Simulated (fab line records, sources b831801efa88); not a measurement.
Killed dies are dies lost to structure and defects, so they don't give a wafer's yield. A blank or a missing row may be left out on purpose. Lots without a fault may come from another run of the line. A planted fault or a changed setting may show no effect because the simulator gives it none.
A struck lot beside a sound one | flow gf180mcu | 30 steps out of a route of 602
Sound: wafers L552.1, L552.4, L552.6. Struck: wafers L560.3, L560.4, L560.5. The cause comes at the end.
At each step with rows: each side's tool, then ch and its chambers, then its first start. Under that, the readings that differ: sound wafers | struck wafers | difference of the means | sigmas: that difference in standard deviations of wafers without a fault.
alike: readings whose means differ by less than 2 such deviations, and words and numbers that are the same on both sides. not compared: withheld readings, readings that some wafer has no value for, bounds like >300 that may hide the same value, and numbers for which the record gives no deviation and whose values overlap.
The two part at a step that has a row with sigmas, a row that says differs or no value, or rows on one side only. Numbers that don't overlap but have no deviation are shown without sigmas and don't part them. A reading that every wafer of one side lacks parts them only if that side has two wafers or more.

GF_HV_LDD_TW_MEAS_23:
  sound on film_metro-04, day 11 02:56; struck on film_metro-03, day 13 22:54
  reading     | sound          | struck         | difference | sigmas
  HV_LDD_2_TW | 1042 1048 1046 | 1061 1063 1057 | +15        | +2
then, 7 steps without rows for these wafers: GF_HV_LDD_DEHYDRATE_24 (time 60 s); GF_HV_LDD_HMDS_25 (prime time 60 s); GF_HV_LDD_COAT_26 (resist thk 1000 nm); GF_HV_LDD_SOFTBAKE_27 (time 60 s); GF_HV_LDD_EXPOSE_28 (exposes mask Nplus HV AREA, target cd 400 nm); GF_HV_LDD_PEB_29; GF_HV_LDD_DEVELOP_30 (develop time 60 s).
GF_HV_LDD_CD_MEAS_31: target cd 400 nm.
  sound on cd_sem-02, day 11 20:54; struck on cd_sem-02, day 14 19:28
  alike: cd_nm
GF_HV_LDD_OVL_MEAS_32:
  sound on overlay-01, day 11 21:01; struck on overlay-02, day 14 19:33
  alike: HV_LDD_02_OVL
then, 2 steps without rows for these wafers: GF_HV_LDD_IMPLANT_33; GF_HV_LDD_IMPLANT_34.
GF_HV_LDD_IMPLANT_35:
  sound on implanter-02 ch 0, day 11 21:22; struck on implanter-03, day 14 19:55
  no value came back on the struck wafers for beam_energy_keV, beam_on_s (s), faraday_current_uA; on the sound wafers beam_energy_keV reads 60.014 59.985 59.966
then, 1 step without rows for these wafers: GF_HV_LDD_IMPLANT_36.
GF_HV_LDD_STRIP_37: strips in O2/N2.
  sound on plasma_asher-04 ch 0,1, day 11 21:40; struck on plasma_asher-01 ch 0,1, day 14 22:56
  alike: drypump_motor_current_A, heater_power_w, oes_product_au, strip_time_to_endpoint_s
  not compared: rf_hours_counter_h
GF_HV_LDD_TW_MEAS_38:
  sound on film_metro-04, day 11 21:46; struck on film_metro-03, day 14 23:14
  reading     | sound          | struck         | difference | sigmas
  HV_LDD_3_TW | 1424 1429 1421 | 1308 1310 1314 | -114       | -14
  not compared: hold
then, 6 steps without rows for these wafers: GF_HV_LDD_HMDS_40 (prime time 60 s); GF_HV_LDD_COAT_41 (resist thk 1000 nm); GF_HV_LDD_SOFTBAKE_42 (time 60 s); GF_HV_LDD_EXPOSE_43 (exposes mask Pplus HV AREA, target cd 400 nm); GF_HV_LDD_PEB_44; GF_HV_LDD_DEVELOP_45 (develop time 60 s).
GF_HV_LDD_CD_MEAS_46: target cd 400 nm.
  sound on cd_sem-01, day 12 15:52; struck on cd_sem-02, day 15 20:28
  alike: cd_nm
GF_HV_LDD_OVL_MEAS_47:
  sound on overlay-01, day 12 15:59; struck on overlay-01, day 15 20:34
  alike: HV_LDD_03_OVL
then, 1 step without rows for these wafers: GF_HV_LDD_IMPLANT_48.
GF_HV_LDD_STRIP_49: strips in O2/N2.
  sound on plasma_asher-01 ch 0, day 12 16:11; struck on plasma_asher-03 ch 0,1, day 15 20:46
  alike: drypump_motor_current_A, heater_power_w, oes_product_au, strip_time_to_endpoint_s
  not compared: rf_hours_counter_h
GF_HV_LDD_TW_MEAS_50:
  sound on film_metro-01, day 12 16:17; struck on film_metro-01, day 15 20:51
  alike: HV_LDD_4_TW
then, 1 step without rows for these wafers: GF_HV_LDD_CLEAN_51 (cleans in SC1/SC2, time 150 s).
GF_HV_LDD_RTA_52: time 10 s.
  sound on rtp_anneal-02 ch 0, day 12 16:23; struck on rtp_anneal-01 ch 0, day 15 20:58
  reading            | sound    | struck   | difference | sigmas
  lamp_power_pct (%) | 28 28 28 | 41 41 41 | +13        | +2
  alike: wafer_temp_C_max
GF_HV_LDD_RS_MEAS_53: measures by four-point-probe.
  sound on film_metro-04, day 12 16:27; struck on film_metro-03, day 15 21:20
  reading            | sound             | struck            | difference | sigmas
  HV_LDD_RS (ohm/sq) | 417.8 418.5 418.7 | 441.3 441.1 441.3 | +22.9      | +23
  not compared: hold

WHERE THEY PART
First at GF_HV_LDD_TW_MEAS_23; last, within this record, at GF_HV_LDD_RS_MEAS_53.

WHY: what the simulator had put in
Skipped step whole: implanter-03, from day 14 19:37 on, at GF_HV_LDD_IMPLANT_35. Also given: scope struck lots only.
